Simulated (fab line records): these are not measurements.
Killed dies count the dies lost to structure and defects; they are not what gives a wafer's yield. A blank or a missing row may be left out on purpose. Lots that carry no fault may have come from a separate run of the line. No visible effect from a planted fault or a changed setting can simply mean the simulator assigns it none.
Which of the tools did it?    flow gf180mcu    21 wafers from 7 lots sampled at 4 of the route's 602 steps

== WHAT THE GAUGES READ, wafer by wafer ==
GF_SALICIDE_RS_MEAS_04: measurement is done with a four-point probe.
lot   measured      on             SALICIDE_TIN_RS (ohm/sq)
L495  day 16 09:02  film-metro-03  16.1 16.4 16.1
L497  day 16 23:12  film-metro-03  16.5 16.5 16.3
L499  day 17 19:14  film-metro-02  16.0 16.0 16.2
L503  day 19 13:24  film-metro-03  16.5 16.5 16.0
L508  day 21 04:34  film-metro-02  16.5 16.4 15.8
L511  day 21 21:49  film-metro-03  16.1 16.5 16.1
L514  day 23 00:03  film-metro-03  16.5 16.5 16.0

== TOOL THAT RAN EACH LOT (tool first, then ch and the chambers of the sampled wafers, then the start) ==
lot   GF_POLY_GATE_CVD_00          GF_HV_LDD_RTA_52                  GF_PSD_RTA_13
L495  lpcvd-01 ch 0, day 9 11:59   rtp-anneal-02 ch 0, day 13 12:43  rtp-anneal-02 ch 0, day 15 10:25
L497  lpcvd-02 ch 0, day 9 21:44   rtp-anneal-02 ch 0, day 14 02:08  rtp-anneal-02 ch 0, day 15 23:53
L499  lpcvd-02 ch 0, day 10 13:49  rtp-anneal-02 ch 0, day 14 20:08  rtp-anneal-01 ch 0, day 16 19:29
L503  lpcvd-02 ch 1, day 11 22:10  rtp-anneal-01 ch 0, day 16 10:43  rtp-anneal-01 ch 0, day 18 12:58
L508  lpcvd-01 ch 0, day 13 05:53  rtp-anneal-02 ch 0, day 17 23:32  rtp-anneal-02 ch 0, day 20 03:58
L511  lpcvd-02 ch 1, day 13 21:20  rtp-anneal-02 ch 0, day 18 16:38  rtp-anneal-01 ch 0, day 20 21:20
L514  lpcvd-02 ch 1, day 14 19:28  rtp-anneal-01 ch 0, day 19 19:13  rtp-anneal-02 ch 0, day 21 23:52
- GF_POLY_GATE_CVD_00: deposits poly-Si, target thk 200 nm, time 1200 s.
- GF_HV_LDD_RTA_52: time 10 s.
- GF_PSD_RTA_13: time 20 s.

== THE ANSWER, worked out from the rows above alone ==
Rule: the lots themselves supply what counts as usual. Put in order of their means at a reading, lots are off if they are a third of the lots or fewer, leave a main group of 4 or more, and stand apart from it by a gap of 3 or more times the standard deviation of the main group's means; of several such gaps the widest counts. A main group is skipped when, at the precision printed for the reading in the tables above, its means are all equal. Also off: a lot with no number at a reading for which 4 or more lots have one. Any other lot the step has rows for is counted as sound.
None of the lots is off at any reading shown; this tells nothing.

== WHAT HAD BEEN PUT IN BY THE SIMULATOR ==
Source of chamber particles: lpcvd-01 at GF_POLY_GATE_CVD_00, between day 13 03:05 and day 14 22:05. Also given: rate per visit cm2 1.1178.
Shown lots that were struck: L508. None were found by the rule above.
